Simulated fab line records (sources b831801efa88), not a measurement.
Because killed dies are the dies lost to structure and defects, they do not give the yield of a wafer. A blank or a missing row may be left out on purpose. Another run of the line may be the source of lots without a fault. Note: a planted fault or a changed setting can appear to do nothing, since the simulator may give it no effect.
Which tool was responsible? / flow sky130 / 14 lots with 42 wafers sampled at 3 steps, on a route of 708 steps

WHAT THE GAUGES READ, wafer by wafer
SKY_GATE_OXIDE_THK_MEAS_02. Usual: for GATE_OXIDE_OXIDATION_00_THK the level is 10.93 nm and the standard deviation is 0.15.
lot=L113; measured=day 13 05:13; on=film_metro-03; GATE_OXIDE_OXIDATION_00_THK (nm)=10.90 10.87 10.78; flag=
lot=L115; measured=day 13 19:16; on=film_metro-01; GATE_OXIDE_OXIDATION_00_THK (nm)=11.00 10.94 11.05; flag=
lot=L116; measured=day 13 19:16; on=film_metro-03; GATE_OXIDE_OXIDATION_00_THK (nm)=10.95 11.03 11.01; flag=
lot=L117; measured=day 14 03:41; on=film_metro-03; GATE_OXIDE_OXIDATION_00_THK (nm)=10.78 10.91 10.93; flag=
lot=L121; measured=day 15 15:53; on=film_metro-03; GATE_OXIDE_OXIDATION_00_THK (nm)=10.88 10.80 10.83; flag=
lot=L122; measured=day 16 00:32; on=film_metro-03; GATE_OXIDE_OXIDATION_00_THK (nm)=10.82 10.93 10.75; flag=
lot=L128; measured=day 18 01:19; on=film_metro-03; GATE_OXIDE_OXIDATION_00_THK (nm)=10.71 10.69 10.70; flag=
lot=L129; measured=day 18 08:19; on=film_metro-01; GATE_OXIDE_OXIDATION_00_THK (nm)=10.95 10.85 10.92; flag=
lot=L130; measured=day 18 08:20; on=film_metro-02; GATE_OXIDE_OXIDATION_00_THK (nm)=10.71 10.69 10.66; flag=
lot=L131; measured=day 18 15:56; on=film_metro-02; GATE_OXIDE_OXIDATION_00_THK (nm)=10.59 10.83 10.86; flag=
lot=L132; measured=day 19 01:02; on=film_metro-01; GATE_OXIDE_OXIDATION_00_THK (nm)=11.00 11.18 11.05; flag=
lot=L133; measured=day 19 11:16; on=film_metro-03; GATE_OXIDE_OXIDATION_00_THK (nm)=10.85 10.86 10.81; flag=
lot=L134; measured=day 19 14:21; on=film_metro-03; GATE_OXIDE_OXIDATION_00_THK (nm)=11.02 10.78 10.99; flag=
lot=L136; measured=day 20 09:23; on=film_metro-03; GATE_OXIDE_OXIDATION_00_THK (nm)=11.10 11.11 11.16; flag=

WHAT TOOL EACH LOT RAN ON (gives the tool, then ch and the chambers of the sampled wafers, and finally the start)
lot=L113; SKY_SONOS_ONO_ETCH_15=rie_diel-01 ch 0,2,3, day 12 23:52; SKY_SONOS_ONO_STRIP_17=plasma_asher-04 ch 0,1, day 12 23:59
lot=L115; SKY_SONOS_ONO_ETCH_15=rie_diel-01 ch 0,3, day 13 09:14; SKY_SONOS_ONO_STRIP_17=plasma_asher-02 ch 0,1, day 13 09:20
lot=L116; SKY_SONOS_ONO_ETCH_15=rie_diel-01 ch 1,2,3, day 13 13:22; SKY_SONOS_ONO_STRIP_17=plasma_asher-03 ch 0,1, day 13 13:29
lot=L117; SKY_SONOS_ONO_ETCH_15=rie_diel-03 ch 0,1, day 13 18:29; SKY_SONOS_ONO_STRIP_17=plasma_asher-04 ch 0,1, day 13 18:36
lot=L121; SKY_SONOS_ONO_ETCH_15=rie_diel-02 ch 0,1,2, day 15 13:52; SKY_SONOS_ONO_STRIP_17=plasma_asher-04 ch 0,1, day 15 14:01
lot=L122; SKY_SONOS_ONO_ETCH_15=rie_diel-01 ch 1,3, day 15 22:49; SKY_SONOS_ONO_STRIP_17=plasma_asher-03 ch 0,1, day 15 22:56
lot=L128; SKY_SONOS_ONO_ETCH_15=rie_diel-01 ch 0,1,2, day 17 22:40; SKY_SONOS_ONO_STRIP_17=plasma_asher-02 ch 0,1, day 17 22:46
lot=L129; SKY_SONOS_ONO_ETCH_15=rie_diel-03 ch 0,1,2, day 18 05:25; SKY_SONOS_ONO_STRIP_17=plasma_asher-03 ch 0,1, day 18 05:34
lot=L130; SKY_SONOS_ONO_ETCH_15=rie_diel-02 ch 2,3, day 18 06:01; SKY_SONOS_ONO_STRIP_17=plasma_asher-04 ch 0,1, day 18 06:10
lot=L131; SKY_SONOS_ONO_ETCH_15=rie_diel-03 ch 0,2,3, day 18 13:07; SKY_SONOS_ONO_STRIP_17=plasma_asher-03 ch 0,1, day 18 13:16
lot=L132; SKY_SONOS_ONO_ETCH_15=rie_diel-02 ch 0,3, day 18 23:19; SKY_SONOS_ONO_STRIP_17=plasma_asher-04 ch 1, day 18 23:25
lot=L133; SKY_SONOS_ONO_ETCH_15=rie_diel-03 ch 2,3, day 19 09:31; SKY_SONOS_ONO_STRIP_17=plasma_asher-02 ch 0,1, day 19 09:40
lot=L134; SKY_SONOS_ONO_ETCH_15=rie_diel-03 ch 1,2,3, day 19 12:04; SKY_SONOS_ONO_STRIP_17=plasma_asher-04 ch 0,1, day 19 12:13
lot=L136; SKY_SONOS_ONO_ETCH_15=rie_diel-03 ch 0,1,3, day 20 07:28; SKY_SONOS_ONO_STRIP_17=plasma_asher-03 ch 0,1, day 20 07:36
- SKY_SONOS_ONO_ETCH_15: etches the open film in CHF3/O2, target depth 19.52 nm, time 7.8 s.
- SKY_SONOS_ONO_STRIP_17: strips in O2/N2.

WHAT THE TOOLS THEMSELVES READ (means of the sampled wafers that have a number; where no wafer has one, the mark that the record gives instead)
SKY_SONOS_ONO_ETCH_15. Usual: drypump_motor_current_A 5.8 A, standard deviation 0.42; oes_product_au 1.003 a.u., standard deviation 0.0089; throttle_valve_pct 8.827 %, standard deviation 0.0092.
lot=L113; tool=rie_diel-01; drypump_motor_current_A (A)=5.4; oes_product_au (a.u.)=0.998; throttle_valve_pct (%)=8.826; flag=
lot=L115; tool=rie_diel-01; drypump_motor_current_A (A)=5.4; oes_product_au (a.u.)=1.010; throttle_valve_pct (%)=8.828; flag=
lot=L116; tool=rie_diel-01; drypump_motor_current_A (A)=5.6; oes_product_au (a.u.)=1.004; throttle_valve_pct (%)=8.824; flag=
lot=L117; tool=rie_diel-03; drypump_motor_current_A (A)=6.3; oes_product_au (a.u.)=1.007; throttle_valve_pct (%)=8.825; flag=
lot=L121; tool=rie_diel-02; drypump_motor_current_A (A)=6.0; oes_product_au (a.u.)=0.990; throttle_valve_pct (%)=8.826; flag=
lot=L122; tool=rie_diel-01; drypump_motor_current_A (A)=5.8; oes_product_au (a.u.)=1.003; throttle_valve_pct (%)=8.820; flag=
lot=L128; tool=rie_diel-01; drypump_motor_current_A (A)=5.8; oes_product_au (a.u.)=1.011; throttle_valve_pct (%)=8.826; flag=
lot=L129; tool=rie_diel-03; drypump_motor_current_A (A)=6.1; oes_product_au (a.u.)=1.000; throttle_valve_pct (%)=8.829; flag=
lot=L130; tool=rie_diel-02; drypump_motor_current_A (A)=5.7; oes_product_au (a.u.)=0.993; throttle_valve_pct (%)=8.817; flag=
lot=L131; tool=rie_diel-03; drypump_motor_current_A (A)=6.1; oes_product_au (a.u.)=1.013; throttle_valve_pct (%)=8.819; flag=
lot=L132; tool=rie_diel-02; drypump_motor_current_A (A)=5.8; oes_product_au (a.u.)=0.995; throttle_valve_pct (%)=8.837; flag=
lot=L133; tool=rie_diel-03; drypump_motor_current_A (A)=6.0; oes_product_au (a.u.)=1.015; throttle_valve_pct (%)=8.825; flag=
lot=L134; tool=rie_diel-03; drypump_motor_current_A (A)=6.0; oes_product_au (a.u.)=1.014; throttle_valve_pct (%)=8.832; flag=
lot=L136; tool=rie_diel-03; drypump_motor_current_A (A)=6.1; oes_product_au (a.u.)=1.002; throttle_valve_pct (%)=8.829; flag=

SKY_SONOS_ONO_STRIP_17. Usual: drypump_motor_current_A 6.02 A, standard deviation 0.23; oes_product_au 0.710 a.u., standard deviation 0.0045; strip_time_to_endpoint_s 14.09 s, standard deviation 0.037.
lot=L113; tool=plasma_asher-04; drypump_motor_current_A (A)=6.06; oes_product_au (a.u.)=0.713; strip_time_to_endpoint_s (s)=14.07; flag=
lot=L115; tool=plasma_asher-02; drypump_motor_current_A (A)=6.09; oes_product_au (a.u.)=0.705; strip_time_to_endpoint_s (s)=14.11; flag=
lot=L116; tool=plasma_asher-03; drypump_motor_current_A (A)=6.07; oes_product_au (a.u.)=0.708; strip_time_to_endpoint_s (s)=14.04; flag=
lot=L117; tool=plasma_asher-04; drypump_motor_current_A (A)=6.01; oes_product_au (a.u.)=0.711; strip_time_to_endpoint_s (s)=14.11; flag=
lot=L121; tool=plasma_asher-04; drypump_motor_current_A (A)=6.01; oes_product_au (a.u.)=0.706; strip_time_to_endpoint_s (s)=14.11; flag=
lot=L122; tool=plasma_asher-03; drypump_motor_current_A (A)=6.06; oes_product_au (a.u.)=0.712; strip_time_to_endpoint_s (s)=14.10; flag=
lot=L128; tool=plasma_asher-02; drypump_motor_current_A (A)=6.09; oes_product_au (a.u.)=0.708; strip_time_to_endpoint_s (s)=14.10; flag=
lot=L129; tool=plasma_asher-03; drypump_motor_current_A (A)=6.08; oes_product_au (a.u.)=0.712; strip_time_to_endpoint_s (s)=14.06; flag=
lot=L130; tool=plasma_asher-04; drypump_motor_current_A (A)=6.05; oes_product_au (a.u.)=0.706; strip_time_to_endpoint_s (s)=14.15; flag=
lot=L131; tool=plasma_asher-03; drypump_motor_current_A (A)=6.08; oes_product_au (a.u.)=0.712; strip_time_to_endpoint_s (s)=14.09; flag=
lot=L132; tool=plasma_asher-04; drypump_motor_current_A (A)=6.00; oes_product_au (a.u.)=0.708; strip_time_to_endpoint_s (s)=14.10; flag=
lot=L133; tool=plasma_asher-02; drypump_motor_current_A (A)=6.09; oes_product_au (a.u.)=0.713; strip_time_to_endpoint_s (s)=14.08; flag=
lot=L134; tool=plasma_asher-04; drypump_motor_current_A (A)=6.00; oes_product_au (a.u.)=0.710; strip_time_to_endpoint_s (s)=14.05; flag=
lot=L136; tool=plasma_asher-03; drypump_motor_current_A (A)=6.10; oes_product_au (a.u.)=0.712; strip_time_to_endpoint_s (s)=14.07; flag=

THE ANSWER, worked out from the rows above alone
Rule: a lot counts as off when the mean over its wafers that have a number is more than 3 standard deviations away from the usual mean. A lot without any number at a reading at which 4 lots or more have one is off too. The other lots that the step has rows for count as sound. First the gauges in route order, then the tools' own readings, where a lot's mean is used as printed above. At the first step where some lot is off, the reading lying furthest off is the one used; lots without a number count as furthest.
No lot is off on any of the readings shown, so nothing can be concluded from this.

WHAT WAS PUT IN BY THE SIMULATOR
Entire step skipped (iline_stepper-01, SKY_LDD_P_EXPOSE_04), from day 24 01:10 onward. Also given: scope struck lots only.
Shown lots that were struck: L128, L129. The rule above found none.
